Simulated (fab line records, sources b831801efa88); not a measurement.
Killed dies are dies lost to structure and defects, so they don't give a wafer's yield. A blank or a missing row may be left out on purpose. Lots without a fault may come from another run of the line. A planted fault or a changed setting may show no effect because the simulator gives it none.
fab line records | flow sky130 | part 1 of 2: steps 1 to 42 of 43
record lots=6 wafers=18 last_day=50
route steps=708 shown VIA1@472 METAL2@483 VIA2@507 PAD_OPEN@708
lots that met no fault: from a run of the same line without faults
start_h: hours from the record's first day to the start of the lot's first wafer shown | wait_h: hours since the lot's step before | " the same as in the row above | L1.1+2: a row that stands for several wafers | - no value, or no start given | * or withheld: withheld | < > ~ a bound
route shown NAME@n: a module of which the file shows steps, and the number in the route of the first | usual: mean/standard deviation of fault-free wafers | same: alike in all rows | chamber/n: place in a boat | sites: the reading at each site | _std_site: their standard deviation | _edge_site: outer sites' mean less inner sites' | radius_mm: how far each site lies from the wafer's centre | mask NAME#n: copy n | behind: the tool/chamber that last shaped the wafer | hold: why the lot was held/for how many hours/how that ended | device: the transistor (n, p or np) that didn't switch | end of line: the same wafers' tests at the end of the route | a step without rows: its recipe alone | killed: dies lost to structure and defects at the first sort, not the wafer's yield | map: a wafer's dies, x killed, . not, _ none there
set.NAME: the setting as run; set.NAME@STEP: as run at that earlier step | model.NAME: the simulator's own value behind a step, which no gauge read
lots at some steps of the route; a table a step, a row a wafer
services: from which hour (start_h, from the record's first day; less than 0 if before it) a tool's chamber was out of use, for how many hours, and why
## steps
# step SKY_VIA1_ETCH_14
# recipe chemistry=N2/H2 target=BARC ion_energy_ev=200 source_w=500 bias_w=100 pressure_mtorr=30 n2_flow_sccm=100 h2_flow_sccm=200 stop_on=SiO2 time_s=45.9 target_depth_a=600
# usual drypump_motor_current_A=5.6/0.49 oes_product_au=0.854/0.0046 throttle_valve_pct=13.225/0.0096
# columns lot.wafer tool chamber start_h wait_h drypump_motor_current_A oes_product_au rf_hours_counter_h throttle_valve_pct
L358.1 rie_diel-02 0 789.26 0.0 6.6 0.851 9 13.244
L358.4 " 1 " " 5.5 0.852 10 13.213
L358.5 " 3 " " 5.9 0.858 - 13.230
L361.1 rie_diel-01 2 815.71 0.0 5.9 0.853 8 13.237
L361.2 " 1 " " 5.7 0.850 16 13.220
L361.6 " 1 " " 5.7 0.858 - 13.234
L373.3 rie_diel-04 0 898.07 0.0 4.9 0.859 20 13.213
L373.5 " 1 " " 5.6 0.859 - 13.238
L373.6 " 0 " " 4.9 0.859 - 13.224
L374.1 rie_diel-04 2 912.47 0.0 6.4 0.857 19 13.238
L374.3 " 0 " " 4.9 0.859 21 13.229
L374.5 " 2 " " 6.4 0.860 - 13.229
L376.1 rie_diel-01 1 917.39 0.0 5.7 0.854 19 13.205
L376.3 " 2 " " 5.8 0.851 11 13.229
L376.6 " 2 " " 5.8 0.856 - 13.216
L381.2 rie_diel-02 2 973.47 0.0 4.8 0.850 20 13.231
L381.5 " 1 " " 5.5 0.852 - 13.240
L381.6 " 0 " " 6.6 0.849 - 13.243
# step SKY_VIA1_ETCH_15
# recipe target=SiO2 chemistry=C4F8/O2/Ar target_depth_nm=351 stop_on=TiN mask_material=KrF-thick source_w=1500 bias_w=1200 pressure_mtorr=40 c4f8_flow_sccm=withheld O2_flow_sccm=6 Ar_flow_sccm=300 time_s=54
# step SKY_VIA1_STRIP_16
# recipe chemistry=O2/N2 power_w=1400 pressure_mtorr=1500 platen_temp_c=withheld o2_flow_sccm=3000 n2_flow_sccm=300 overash_fraction=0.5
# step SKY_VIA1_STRIP_17
# recipe chemistry=post_etch_residue_remover time_s=1200 temp_c=72.5
# step SKY_VIA1_CLEAN_18
# recipe chemistry=IPA time_s=180 temp_c=25
# step SKY_VIA1_CLEAN_19
# recipe chemistry=O3/DIW dry=n2_spin
# step SKY_VIA1_SPUTTER_20
# recipe material=TiN target_thk_nm=20 chamber_pressure_pa=5 power_w=4000 time_s=80
# usual throttle_valve_pct=30.1/1.1
# columns lot.wafer tool chamber start_h wait_h throttle_valve_pct
L358.1 pvd_sputter-01 - 790.06 0.0 29.5
L358.4 " - " " 29.8
L358.5 " - " " 29.5
L361.1 pvd_sputter-03 - 816.40 0.0 31.9
L361.2 " - " " 30.7
L361.6 " - " " 30.8
L373.3 pvd_sputter-02 - 898.77 0.0 29.0
L373.5 " - " " 29.5
L373.6 " - " " 29.3
L374.1 pvd_sputter-03 - 913.15 0.0 29.1
L374.3 " - " " 31.0
L374.5 " - " " 30.8
L376.1 pvd_sputter-01 - 918.07 0.0 29.6
L376.3 " - " " 29.9
L376.6 " - " " 31.7
L381.2 pvd_sputter-03 - 974.22 0.0 32.1
L381.5 " - " " 30.9
L381.6 " - " " 32.2
# step SKY_VIA1_CVD_21
# recipe material=W target_thk_nm=270 time_s=80.902 temp_c=400 pressure_torr=40
# step SKY_VIA1_RS_MEAS_22
# recipe thk_meas_gauge=four-point-probe reads=W_of_VIA1_CVD_21+TiN_of_VIA1_SPUTTER_20
# usual VIA1_W_RS=0.428/0.0053
# columns lot.wafer tool chamber start_h wait_h VIA1_W_RS[ohm/sq]
L358.1 film_metro-04 - 790.22 0.1 0.438
L358.4 " - " " 0.436
L358.5 " - " " 0.441
L361.1 film_metro-01 - 816.55 0.1 0.438
L361.2 " - " " 0.433
L361.6 " - " " 0.427
L373.3 film_metro-01 - 898.96 0.1 0.420
L373.5 " - " " 0.428
L373.6 " - " " 0.425
L374.1 film_metro-01 - 913.31 0.1 0.431
L374.3 " - " " 0.431
L374.5 " - " " 0.435
L376.1 film_metro-01 - 918.22 0.1 0.435
L376.3 " - " " 0.440
L376.6 " - " " 0.440
L381.2 film_metro-01 - 974.39 0.1 0.429
L381.5 " - " " 0.433
L381.6 " - " " 0.426
# step SKY_VIA1_THK_MEAS_23
# recipe thk_meas_gauge=xrf reads=W_of_VIA1_CVD_21
# usual VIA1_W_THK=266/3.5
# columns lot.wafer tool chamber start_h wait_h VIA1_W_THK[nm]
L358.1 film_metro-04 - 790.34 0.1 260
L358.4 " - " " 261
L358.5 " - " " 257
L361.1 film_metro-01 - 816.67 0.1 261
L361.2 " - " " 265
L361.6 " - " " 268
L373.3 film_metro-01 - 899.06 0.1 274
L373.5 " - " " 267
L373.6 " - " " 270
L374.1 film_metro-01 - 913.43 0.1 267
L374.3 " - " " 266
L374.5 " - " " 263
L376.1 film_metro-01 - 918.34 0.1 264
L376.3 " - " " 261
L376.6 " - " " 261
L381.2 film_metro-01 - 974.50 0.1 263
L381.5 " - " " 262
L381.6 " - " " 264
# step SKY_VIA1_CMP_24
# recipe stop_on=SiO2 t_overpolish_s=15 down_force_psi=3.5 platen_rpm=60 target_thk_nm=0 pad_velocity_m_s=0.94248
# step SKY_METAL2_SPUTTER_00
# recipe material=Ti target_thk_nm=15 power_w=3000 time_s=10 chamber_pressure_pa=0.4
# step SKY_METAL2_SPUTTER_01
# recipe material=TiN target_thk_nm=20 power_w=6500 time_s=16.7 chamber_pressure_pa=0.4
# usual throttle_valve_pct=30.1/1.1
# columns lot.wafer tool chamber start_h wait_h throttle_valve_pct
L358.1 pvd_sputter-02 - 790.72 0.0 29.3
L358.4 " - " " 28.1
L358.5 " - " " 28.8
L361.1 pvd_sputter-04 - 817.05 0.0 29.9
L361.2 " - " " 30.9
L361.6 " - " " 31.2
L373.3 pvd_sputter-03 - 899.42 0.0 29.3
L373.5 " - " " 29.1
L373.6 " - " " 32.3
L374.1 pvd_sputter-04 - 913.81 0.0 31.0
L374.3 " - " " 31.2
L374.5 " - " " 29.7
L376.1 pvd_sputter-04 - 918.72 0.0 31.2
L376.3 " - " " 30.0
L376.6 " - " " 30.7
L381.2 pvd_sputter-03 - 974.87 0.0 32.2
L381.5 " - " " 31.2
L381.6 " - " " 29.2
# step SKY_METAL2_SPUTTER_02
# recipe material=AlCu target_thk_nm=250 power_w=10600 time_s=13.67 chamber_pressure_pa=0.4
# step SKY_METAL2_SPUTTER_03
# recipe material=Ti target_thk_nm=5 power_w=3000 time_s=3.3 chamber_pressure_pa=0.4
# usual throttle_valve_pct=30.1/1
# columns lot.wafer tool chamber start_h wait_h throttle_valve_pct
L358.1 pvd_sputter-02 - 790.77 0.0 29.4
L358.4 " - " " 28.0
L358.5 " - " " 28.7
L361.1 pvd_sputter-04 - 817.10 0.0 29.7
L361.2 " - " " 30.8
L361.6 " - " " 31.2
L373.3 pvd_sputter-03 - 899.47 0.0 29.2
L373.5 " - " " 29.3
L373.6 " - " " 32.0
L374.1 pvd_sputter-04 - 913.86 0.0 30.9
L374.3 " - " " 31.5
L374.5 " - " " 29.3
L376.1 pvd_sputter-04 - 918.77 0.0 31.6
L376.3 " - " " 29.9
L376.6 " - " " 31.0
L381.2 pvd_sputter-03 - 974.92 0.0 31.9
L381.5 " - " " 31.0
L381.6 " - " " 29.0
# step SKY_METAL2_SPUTTER_04
# recipe material=TiN target_thk_nm=70 power_w=6500 time_s=58.3 chamber_pressure_pa=0.4
# step SKY_METAL2_RS_MEAS_05
# recipe thk_meas_gauge=four-point-probe reads=TiN_of_METAL2_SPUTTER_04+Ti_of_METAL2_SPUTTER_03+AlCu_of_METAL2_SPUTTER_02+TiN_of_METAL2_SPUTTER_01+Ti_of_METAL2_SPUTTER_00
# usual METAL2_ALCU_RS=0.1234/0.0015
# columns lot.wafer tool chamber start_h wait_h METAL2_ALCU_RS[ohm/sq]
L358.1 film_metro-02 - 790.85 0.0 0.1238
L358.4 " - " " 0.1236
L358.5 " - " " 0.1229
L361.1 film_metro-04 - 817.17 0.0 0.1235
L361.2 " - " " 0.1238
L361.6 " - " " 0.1225
L373.3 film_metro-03 - 899.58 0.1 0.1232
L373.5 " - " " 0.1233
L373.6 " - " " 0.1210
L374.1 film_metro-02 - 913.93 0.0 0.1239
L374.3 " - " " 0.1247
L374.5 " - " " 0.1234
L376.1 film_metro-02 - 918.84 0.0 0.1236
L376.3 " - " " 0.1233
L376.6 " - " " 0.1246
L381.2 film_metro-03 - 975.01 0.0 0.1223
L381.5 " - " " 0.1208
L381.6 " - " " 0.1233
# step SKY_METAL2_THK_MEAS_06
# recipe thk_meas_gauge=xrf reads=AlCu_of_METAL2_SPUTTER_02
# usual METAL2_ALCU_THK=254/3.1
# columns lot.wafer tool chamber start_h wait_h METAL2_ALCU_THK[nm]
L358.1 film_metro-02 - 790.97 0.1 253
L358.4 " - " " 253
L358.5 " - " " 256
L361.1 film_metro-04 - 817.29 0.1 251
L361.2 " - " " 251
L361.6 " - " " 257
L373.3 film_metro-03 - 899.68 0.1 253
L373.5 " - " " 253
L373.6 " - " " 260
L374.1 film_metro-02 - 914.05 0.1 252
L374.3 " - " " 252
L374.5 " - " " 255
L376.1 film_metro-02 - 918.96 0.1 256
L376.3 " - " " 256
L376.6 " - " " 254
L381.2 film_metro-03 - 975.12 0.1 259
L381.5 " - " " 259
L381.6 " - " " 257
# step SKY_METAL2_DEHYDRATE_07
# recipe temp_c=200 time_s=60
# step SKY_METAL2_HMDS_08
# recipe prime_time_s=60 prime_temp_c=120
# step SKY_METAL2_COAT_09
# recipe resist=BARC temp_c=withheld time_s=withheld spin_rpm=3000 resist_thk_nm=60
# step SKY_METAL2_COAT_10
# recipe resist=KrF-thick spin_rpm=3000 resist_thk_nm=450
# step SKY_METAL2_SOFTBAKE_11
# recipe temp_c=100 time_s=90 resist=KrF-thick
# step SKY_METAL2_EXPOSE_12
# recipe mask_id=MM2 na=0.8 source_shape=annular sigma_inner=0.55 sigma_outer=0.85 target_cd_nm=140 dose_mj=28
# step SKY_METAL2_PEB_13
# recipe peb_temp_c=withheld peb_time_s=withheld resist=KrF-thick
# step SKY_METAL2_DEVELOP_14
# recipe develop_time_s=60 resist=KrF-thick dev_temp_c=21
# step SKY_METAL2_CD_MEAS_15
# recipe target_cd_nm=140
# usual cd_nm=139.9/1.4
# columns lot.wafer tool chamber start_h wait_h cd_nm
L358.1 cd_sem-02 - 816.66 - 139.2
L358.4 " - " " 138.0
L358.5 " - " " 139.3
L361.1 cd_sem-02 - 842.77 - 139.7
L361.2 " - " " 140.0
L361.6 " - " " 140.0
L373.3 cd_sem-01 - 925.34 - 139.3
L373.5 " - " " 139.4
L373.6 " - " " 139.6
L374.1 cd_sem-02 - 939.41 - 140.6
L374.3 " - " " 138.6
L374.5 " - " " 139.0
L376.1 cd_sem-02 - 943.54 - 141.5
L376.3 " - " " 141.5
L376.6 " - " " 138.8
L381.2 cd_sem-01 - 998.18 - 139.5
L381.5 " - " " 143.3
L381.6 " - " " 139.8
# step SKY_METAL2_OVL_MEAS_16
# usual METAL2_OVL=1/5.2
# columns lot.wafer tool chamber start_h wait_h METAL2_OVL[nm]
L358.1 overlay-02 - 816.78 0.1 8
L358.4 " - " " 1
L358.5 " - " " 3
L361.1 overlay-01 - 842.89 0.1 4
L361.2 " - " " 0
L361.6 " - " " 3
L373.3 overlay-01 - 925.44 0.1 -1
L373.5 " - " " 0
L373.6 " - " " 5
L374.1 overlay-02 - 939.53 0.1 -2
L374.3 " - " " -2
L374.5 " - " " -2
L376.1 overlay-01 - 943.66 0.1 -2
L376.3 " - " " -2
L376.6 " - " " 7
L381.2 overlay-01 - 998.29 0.1 -1
L381.5 " - " " -4
L381.6 " - " " -2
# step SKY_METAL2_DESCUM_17
# recipe chemistry=O2 source_power_w=150 bias_power_w=0 pressure_mtorr=10 temp_c=40 time_s=8
# step SKY_METAL2_ETCH_18
# recipe chemistry=N2/H2 target=BARC ion_energy_ev=200 bias_w=100 pressure_mtorr=30 n2_flow_sccm=100 h2_flow_sccm=200 icp_w=500 stop_on=SiO2 time_s=45.9 target_depth_a=600
# usual drypump_motor_current_A=5.9/0.74 oes_product_au=0.855/0.0046 throttle_valve_pct=13.224/0.0083
# columns lot.wafer tool chamber start_h wait_h drypump_motor_current_A oes_product_au rf_hours_counter_h throttle_valve_pct
L358.1 rie_metal-01 0 816.85 0.0 6.8 0.847 2 13.228
L358.4 " 0 " " 6.8 0.855 - 13.225
L358.5 " 1 " " 4.8 0.849 - 13.219
L361.1 rie_metal-03 0 842.96 0.0 6.0 0.854 13 13.221
L361.2 " 1 " " 6.0 0.849 1 13.234
L361.6 " 1 " " 6.0 0.857 - 13.228
L373.3 rie_metal-02 1 925.51 0.0 6.5 0.849 - 13.218
L373.5 " 1 " " 6.5 0.850 - 13.227
L373.6 " 0 " " 5.5 0.860 - 13.215
L374.1 rie_metal-01 1 939.60 0.0 4.8 0.853 13 13.204
L374.3 " 1 " " 4.8 0.855 - 13.212
L374.5 " 0 " " 6.8 0.855 - 13.242
L376.1 rie_metal-01 1 943.73 0.0 4.8 0.859 13 13.223
L376.3 " 1 " " 4.8 0.853 - 13.220
L376.6 " 1 " " 4.8 0.852 - 13.233
L381.2 rie_metal-03 0 998.35 0.0 6.0 0.847 1 13.224
L381.5 " 0 " " 6.0 0.853 - 13.223
L381.6 " 1 " " 6.1 0.865 - 13.234
# step SKY_METAL2_METAL_ETCH_19
# recipe target_depth_a=3600 stop_on=SiO2 over_etch_frac=0.3 time_s=78 chemistry=Cl2/BCl3 resist_sidewall_deg=88 pressure_mtorr=10 icp_w=900 bias_w=48.5 Cl2_flow_sccm=60 bcl3_flow_sccm=30
# step SKY_METAL2_STRIP_20
# recipe chemistry=O2/N2 power_w=1400 pressure_mtorr=1500 platen_temp_c=withheld o2_flow_sccm=3000 n2_flow_sccm=300 overash_fraction=0.5
# step SKY_METAL2_STRIP_21
# recipe chemistry=post_etch_residue_remover time_s=1200 temp_c=72.5
# step SKY_METAL2_CLEAN_22
# recipe chemistry=IPA time_s=180 temp_c=25
# step SKY_METAL2_CLEAN_23
# recipe chemistry=O3/DIW dry=n2_spin
# step SKY_VIA2_HDPCVD_00
# recipe material=SiO2 target_thk_nm=1180 sigma_open_frac=0.3 time_s=196.7 temp_c=400 sih4_flow_sccm=60 pressure_mtorr=6
# step SKY_VIA2_THK_MEAS_01
# recipe reads=SiO2_of_VIA2_HDPCVD_00
# usual VIA2_HDPCVD_THK=1183/11
# columns lot.wafer tool chamber start_h wait_h VIA2_HDPCVD_THK[nm]
L358.1 film_metro-03 - 817.76 0.1 1186
L358.4 " - " " 1188
L358.5 " - " " 1178
L361.1 film_metro-03 - 843.83 0.1 1179
L361.2 " - " " 1170
L361.6 " - " " 1187
L373.3 film_metro-03 - 926.49 0.1 1164
L373.5 " - " " 1180
L373.6 " - " " 1182
L374.1 film_metro-02 - 940.54 0.1 1178
L374.3 " - " " 1176
L374.5 " - " " 1193
L376.1 film_metro-01 - 944.72 0.1 1207
L376.3 " - " " 1204
L376.6 " - " " 1204
L381.2 film_metro-02 - 999.23 0.1 1185
L381.5 " - " " 1183
L381.6 " - " " 1181
# step SKY_VIA2_CMP_02
# recipe material=SiO2 down_force_psi=4 platen_rpm=60 pad_velocity_m_s=0.94248
# usual motor_current_A=11.5/0.71
# columns lot.wafer tool chamber start_h wait_h motor_current_A
L358.1 cmp-02 2 817.82 0.1 10.7
L358.4 " 3 " " 11.7
L358.5 " 3 " " 12.4
L361.2 cmp-02 1 843.99 0.1 11.1
L361.1 " 2 " " 10.3
L361.6 " 0 " " 12.8
L373.3 cmp-02 3 926.63 0.1 11.6
L373.5 " 1 " " 11.6
L373.6 " 2 " " 10.6
L374.1 cmp-02 0 940.65 0.1 11.7
L374.3 " 1 " " 11.4
L374.5 " 0 " " 11.7
L376.1 cmp-02 0 944.78 0.1 12.4
L376.3 " 1 " " 11.4
L376.6 " 1 " " 11.3
L381.2 cmp-02 0 999.43 0.2 12.3
L381.6 " 1 " " 11.0
L381.5 " 2 " " 10.3
# step SKY_VIA2_BOW_MEAS_03
# recipe mode=bow
# usual VIA2_BOW=86/7.4
# columns lot.wafer tool chamber start_h wait_h VIA2_BOW[um]
L358.1 film_metro-01 - 818.12 0.2 98
L358.4 " - " " 97
L358.5 " - " " 79
L361.1 film_metro-01 - 844.19 0.1 83
L361.2 " - " " 80
L361.6 " - " " 88
L373.3 film_metro-02 - 926.87 0.2 90
L373.5 " - " " 92
L373.6 " - " " 93
L374.1 film_metro-01 - 940.90 0.2 96
L374.3 " - " " 78
L374.5 " - " " 83
L376.1 film_metro-02 - 945.08 0.2 87
L376.3 " - " " 89
L376.6 " - " " 86
L381.2 film_metro-02 - 999.60 0.1 88
L381.5 " - " " 99
L381.6 " - " " 84
# step SKY_VIA2_DEHYDRATE_04
# recipe temp_c=200 time_s=60
# step SKY_VIA2_HMDS_05
# recipe prime_time_s=60 prime_temp_c=120
# step SKY_VIA2_COAT_06
# recipe resist=BARC temp_c=withheld time_s=withheld spin_rpm=3000 resist_thk_nm=60
